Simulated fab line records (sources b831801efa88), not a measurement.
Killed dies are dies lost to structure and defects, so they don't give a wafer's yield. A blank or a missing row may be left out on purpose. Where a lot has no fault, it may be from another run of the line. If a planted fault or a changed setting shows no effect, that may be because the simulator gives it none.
2 desks looking at one fault :: flow sky130 :: every desk sees just its own numbers, and what lay behind them comes last

== FOR THE TOOL OWNER'S DESK: cmp-02 ==
The tool's own readings at SKY_LI_CONTACT_CMP_02 (polishes PSG): means of the sampled wafers that have a number, for each lot that ran on this tool. If a lot's mean is further than 4 standard deviations from the usual mean, the lot is out of limits and carries the mark OUT (the distance appears in the brackets).
Columns: A = motorCurrentA at SKY_LI_CONTACT_CMP_02, usual 11.7 A; B = timeToEndpointS at SKY_LI_CONTACT_CMP_02, usual 30.9 s
lot: L997
first seen here: day 32 06:19
A: 12.2
B: 26.8
This desk's finding: nothing out of limits on the one lot.

== METROLOGY DESK ==
Lot by lot, what the gauges showed, no matter which tool ran the lot: averages of those sampled wafers that carry a number. If a lot's mean is further than 4 standard deviations from the usual mean, the lot is out of limits and carries the mark OUT (the distance appears in the brackets).
Columns: A = cdNm at SKY_SD_N_CD_MEAS_07, usual 379.7 nm; B = LI_CONTACT_HDPCVD_THK at SKY_LI_CONTACT_THK_MEAS_01, usual 922 nm; C = cdNm at SKY_LI_CONTACT_CD_MEAS_12, usual 169.8 nm
lot: L985
first seen here: day 27 19:53
A: 378.4
B: 920
C: 170.7

lot: L986
first seen here: day 28 04:33
A: 378.2
B: 926
C: 169.7

lot: L987
first seen here: day 28 19:19
A: 371.0
B: 918
C: 170.6

lot: L989
first seen here: day 29 11:41
A: 378.4
B: 913
C: 171.5

lot: L997
first seen here: day 32 04:55
A: 377.3
B: 932
C: 169.1

lot: L102
first seen here: day 33 16:33
A: 380.2
B: 916
C: 169.1

lot: L107
first seen here: day 34 17:53
A: 380.9
B: 920
C: 171.0

lot: L108
first seen here: day 35 00:59
A: 381.0
B: 924
C: 170.2
This desk's verdict: no lot among the 8 shows anything out of limits.

== ALL TOGETHER ==
Nothing out of limits was seen by the tool owner's desk.
At the metrology desk, nothing out of limits was observed.

== WHAT WAS PUT IN BY THE SIMULATOR ==
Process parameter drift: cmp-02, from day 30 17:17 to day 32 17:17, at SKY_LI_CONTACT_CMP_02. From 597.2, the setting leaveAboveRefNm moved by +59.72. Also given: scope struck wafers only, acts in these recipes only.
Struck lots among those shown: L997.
